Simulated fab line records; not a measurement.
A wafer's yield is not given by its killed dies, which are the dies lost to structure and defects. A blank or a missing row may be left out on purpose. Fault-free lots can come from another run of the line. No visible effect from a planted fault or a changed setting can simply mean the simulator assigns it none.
The tool behind it: which one? ; flow gf180mcu ; Sampling: 11 lots, 33 wafers, 6 of 602 route steps

## WHAT THE GAUGES READ, wafer by wafer
GF_V1_RS_MEAS_24: the measuring method here is four-point-probe.
lot;measured;on;V1_W_RS (ohm/sq)
L789;day 18 00:49;film metro-03;0.332 0.334 0.335
L791;day 18 23:55;film metro-03;0.328 0.329 0.329
L792;day 19 06:13;film metro-04;0.329 0.329 0.326
L793;day 19 19:17;film metro-04;0.329 0.332 0.330
L795;day 20 14:39;film metro-04;0.327 0.329 0.328
L799;day 22 05:41;film metro-01;0.326 0.327 0.325
L800;day 22 07:12;film metro-04;0.328 0.325 0.327
L804;day 23 17:30;film metro-04;0.332 0.334 0.332
L808;day 25 02:14;film metro-01;0.331 0.324 0.327
L809;day 25 10:36;film metro-04;0.326 0.324 0.321
L810;day 25 22:52;film metro-01;0.331 0.329 0.327

GF_M2_RS_MEAS_05: the measuring method here is four-point-probe.
lot;measured;on;M2_ALCU_RS (ohm/sq)
L789;day 18 01:31;film metro-01;0.0692 0.0690 0.0693
L791;day 19 00:44;film metro-03;0.0684 0.0683 0.0682
L792;day 19 06:55;film metro-01;0.0713 0.0711 0.0717
L793;day 19 19:59;film metro-02;0.0698 0.0692 0.0697
L795;day 20 15:21;film metro-01;0.0694 0.0686 0.0697
L799;day 22 06:23;film metro-01;0.0703 0.0703 0.0707
L800;day 22 07:54;film metro-01;0.0699 0.0700 0.0700
L804;day 23 18:12;film metro-03;0.0694 0.0703 0.0699
L808;day 25 02:56;film metro-02;0.0428 0.0693 0.0686
L809;day 25 11:19;film metro-02;0.0430 0.0691 0.0684
L810;day 25 23:34;film metro-03;0.0714 0.0707 0.0701

GF_M2_THK_MEAS_06: measures by xrf.
lot;measured;on;M2_ALCU_THK (nm)
L789;day 18 01:38;film metro-01;445 449 444
L791;day 19 00:52;film metro-03;453 455 453
L792;day 19 07:02;film metro-01;433 436 431
L793;day 19 20:07;film metro-02;450 452 451
L795;day 20 15:28;film metro-01;443 447 440
L799;day 22 06:29;film metro-01;440 440 438
L800;day 22 08:01;film metro-01;444 440 442
L804;day 23 18:19;film metro-03;444 440 440
L808;day 25 03:02;film metro-02;726 452 454
L809;day 25 11:25;film metro-02;724 453 458
L810;day 25 23:41;film metro-03;435 439 442

## WHAT TOOL EACH LOT RAN ON (gives the tool, then ch and the chambers of the sampled wafers, and finally the start)
lot;GF_V1_CMP_04;GF_M2_SPUTTER_02;GF_M2_SPUTTER_04
L789;cmp-02 ch 0,1,2, day 17 00:11;pvd sputter-02, day 18 01:25;pvd sputter-02, day 18 01:28
L791;cmp-02 ch 1,2,3, day 17 23:11;pvd sputter-03, day 19 00:33;pvd sputter-03, day 19 00:36
L792;cmp-02 ch 0,1, day 18 04:55;pvd sputter-01, day 19 06:50;pvd sputter-01, day 19 06:53
L793;cmp-02 ch 0,1,3, day 18 17:21;pvd sputter-03, day 19 19:54;pvd sputter-03, day 19 19:57
L795;cmp-01 ch 0,2,3, day 19 13:13;pvd sputter-02, day 20 15:16;pvd sputter-02, day 20 15:19
L799;cmp-02 ch 0,3, day 21 04:23;pvd sputter-01, day 22 06:16;pvd sputter-01, day 22 06:19
L800;cmp-02 ch 0,2,3, day 21 05:38;pvd sputter-01, day 22 07:49;pvd sputter-01, day 22 07:52
L804;cmp-01 ch 1,2,3, day 22 17:44;pvd sputter-02, day 23 18:07;pvd sputter-02, day 23 18:10
L808;cmp-01 ch 0,2, day 24 03:14;pvd sputter-03, day 25 02:49;pvd sputter-03, day 25 02:52
L809;cmp-02 ch 1,2, day 24 12:26;pvd sputter-03, day 25 11:11;pvd sputter-03, day 25 11:14
L810;cmp-02 ch 0,1, day 25 00:36;pvd sputter-01, day 25 23:29;pvd sputter-01, day 25 23:32
- GF_V1_CMP_04: polishes SiO2.
- GF_M2_SPUTTER_02: material AlCu, target thk 450 nm, time 23.9 s.
- GF_M2_SPUTTER_04: material TiN, target thk 50 nm, time 41.7 s.

## WHAT THE TOOLS THEMSELVES READ (means of the sampled wafers that have a number; where no wafer has one, the mark that the record gives instead)
GF_V1_CMP_04.
lot;tool;motor current A (A);time to endpoint s (s)
L789;cmp-02;11.2;89
L791;cmp-02;10.4;83
L792;cmp-02;12.1;82
L793;cmp-02;11.0;80
L795;cmp-01;11.8;86
L799;cmp-02;11.0;81
L800;cmp-02;10.6;84
L804;cmp-01;11.1;77
L808;cmp-01;12.3;83
L809;cmp-02;11.4;76
L810;cmp-02;12.0;77

GF_M2_SPUTTER_02.
lot;tool;throttle valve pct (%)
L789;pvd sputter-02;29.6
L791;pvd sputter-03;31.2
L792;pvd sputter-01;30.0
L793;pvd sputter-03;30.8
L795;pvd sputter-02;29.9
L799;pvd sputter-01;30.3
L800;pvd sputter-01;30.4
L804;pvd sputter-02;30.0
L808;pvd sputter-03;31.6
L809;pvd sputter-03;30.9
L810;pvd sputter-01;29.8

GF_M2_SPUTTER_04.
lot;tool;throttle valve pct (%)
L789;pvd sputter-02;29.6
L791;pvd sputter-03;31.1
L792;pvd sputter-01;30.2
L793;pvd sputter-03;30.7
L795;pvd sputter-02;30.0
L799;pvd sputter-01;30.3
L800;pvd sputter-01;30.7
L804;pvd sputter-02;30.0
L808;pvd sputter-03;31.7
L809;pvd sputter-03;30.8
L810;pvd sputter-01;29.8

## THE ANSWER, worked out from the rows above alone
Rule: the lots themselves supply what counts as usual. The widest of any qualifying gaps counts: lots, ordered by their means at a reading, are off when they make up no more than a third of the lots, leave a main group of 4 or more, and stand apart from it by 3 or more times the standard deviation of that group's means. Not used: any main group whose means are identical at the precision the tables above print for the reading. Also off: a lot with no number at a reading for which 4 or more lots have one. The other lots that the step has rows for count as sound. The gauges are gone through in route order, then the tools' own readings, and for those a lot's mean is taken as printed above. At the first step where some lot is off, the reading lying furthest off is the one used; lots without a number count as furthest.
Off: L808, L809, at GF_M2_RS_MEAS_05 (M2_ALCU_RS). The main group has a mean of 0.0698 ohm/sq with a standard deviation of 0.00087.
If a tool, at a process step before that reading, ran all the lots that are off and no sound lot after the first of them, it fits. The gauges at GF_M2_RS_MEAS_05 are tried like those tools. 2 tools fit, pvd sputter-03 at GF_M2_SPUTTER_02 and GF_M2_SPUTTER_04 and film metro-02 at GF_M2_RS_MEAS_05, so this cannot tell which one it is.

## WHAT THE SIMULATOR PUT IN
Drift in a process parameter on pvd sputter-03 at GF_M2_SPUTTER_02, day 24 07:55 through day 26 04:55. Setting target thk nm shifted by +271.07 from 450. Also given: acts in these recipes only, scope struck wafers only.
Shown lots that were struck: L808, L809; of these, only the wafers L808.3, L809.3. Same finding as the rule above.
